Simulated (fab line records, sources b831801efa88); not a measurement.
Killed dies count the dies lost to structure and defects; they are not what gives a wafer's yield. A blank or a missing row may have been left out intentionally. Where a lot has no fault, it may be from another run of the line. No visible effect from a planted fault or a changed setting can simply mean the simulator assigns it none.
A lot that was struck, set against a sound lot	flow sky130	17 out of 708 route steps
Sound: the wafers L973.1, L973.2, L973.3. Wafers struck: L980.1, L980.2, L980.5. At the end, the cause is stated.
Each step with rows lists, per side, the tool, then ch with its chambers, then its first start. Under that, the readings that differ: sound wafers	struck wafers	difference of the means	sigmas: that difference in standard deviations of wafers without a fault.
alike: readings whose means differ by less than 2 such deviations, and words and numbers that are the same on both sides. not compared: withheld readings, readings that some wafer has no value for, bounds like >300 that may hide the same value, and numbers for which the record gives no deviation and whose values overlap.
Wherever a step has rows on one side only, a row that says differs or no value, or a row with sigmas, the two part there. Numbers that don't overlap but have no deviation are shown without sigmas and don't part them. A reading that every wafer of one side lacks parts them only if that side has two wafers or more.

first, 1 step without rows for these wafers: SKY_LDD_N_IMPLANT_15.
SKY_LDD_N_STRIP_16: strips in O2/N2.
  sound on plasma-asher-02 ch 0,1, day 21 20:39; struck on plasma-asher-03 ch 0,1, day 24 02:30
  alike: drypump-motor-current-A, oes-product-au, strip-time-to-endpoint-s
  not compared: rf-hours-counter-h
SKY_LDD_N_TW_MEAS_17:
  struck on film-metro-04, day 24 02:36; sound on film-metro-02, day 21 20:45
  alike: LDD_N_TW
then, 7 steps without rows for these wafers: SKY_LDD_P_DEHYDRATE_00 (time 60 s); SKY_LDD_P_HMDS_01 (prime time 60 s); SKY_LDD_P_COAT_02 (resist thk 1140 nm); SKY_LDD_P_SOFTBAKE_03 (time 60 s); SKY_LDD_P_EXPOSE_04 (exposes mask PSDM, target cd 380 nm); SKY_LDD_P_PEB_05; SKY_LDD_P_DEVELOP_06 (develop time 60 s).
SKY_LDD_P_CD_MEAS_07 targets a cd of 380 nm.
  struck on cd-sem-02, day 25 07:52; sound on cd-sem-02, day 23 02:19
  alike: cd-nm
SKY_LDD_P_OVL_MEAS_08:
  struck on overlay-02, day 25 07:59; sound on overlay-01, day 23 02:26
  alike: LDD_P_OVL
SKY_LDD_P_IMPLANT_09:
  sound on implanter-02 ch 0, day 23 02:28; struck on implanter-01 ch 0, day 25 08:01
reading	sound	struck	difference	sigmas
beam-energy-keV	25.001 24.999 24.999	28.923 28.944 28.923	+3.930	+99 or more
model.implant.rp-nm (nm)	20.67 20.67 20.67	23.21 23.21 23.21	+2.54	
model.implant.drp-nm (nm)	11.41 11.41 11.41	12.64 12.64 12.64	+1.23	
SKY_LDD_P_STRIP_10: strips in O2/N2.
  sound on plasma-asher-01 ch 0,1, day 23 02:37; struck on plasma-asher-01 ch 0,1, day 25 08:10
  alike: drypump-motor-current-A, oes-product-au, strip-time-to-endpoint-s
  not compared: rf-hours-counter-h
SKY_LDD_P_TW_MEAS_11:
  struck on film-metro-03, day 25 08:16; sound on film-metro-03, day 23 02:43
reading	sound	struck	difference	sigmas
LDD_P_TW	638 638 639	654 655 652	+15	+2
then, 1 step without rows for these wafers: SKY_LDD_HVN_DEHYDRATE_00 (time 60 s).
-- record jumps: 25 days separate the struck wafers' starts on either side; left off in module LDD_HVN, taken up again in module PAD_OPEN, whose first shown step is the route's number 708 --
SKY_PAD_OPEN_PROBE_99:
  struck on prober-01, day 49 22:32; sound on prober-02, day 48 10:32
  alike: killed_at_M0_to_M3, killed_at_M4_up, killed-at-contacts, killed-at-front-end, killed-at-other, killed-dies, killed-on-rim, killed-open, killed-short

## WHERE THEY PART
Earliest at SKY_LDD_P_IMPLANT_09; latest, in this record, at SKY_LDD_P_TW_MEAS_11. Later steps at which nothing parts them and some readings are alike: SKY_PAD_OPEN_PROBE_99.

WHY: what the simulator had put in
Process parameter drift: implanter-01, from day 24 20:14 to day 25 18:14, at SKY_LDD_P_IMPLANT_09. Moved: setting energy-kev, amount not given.
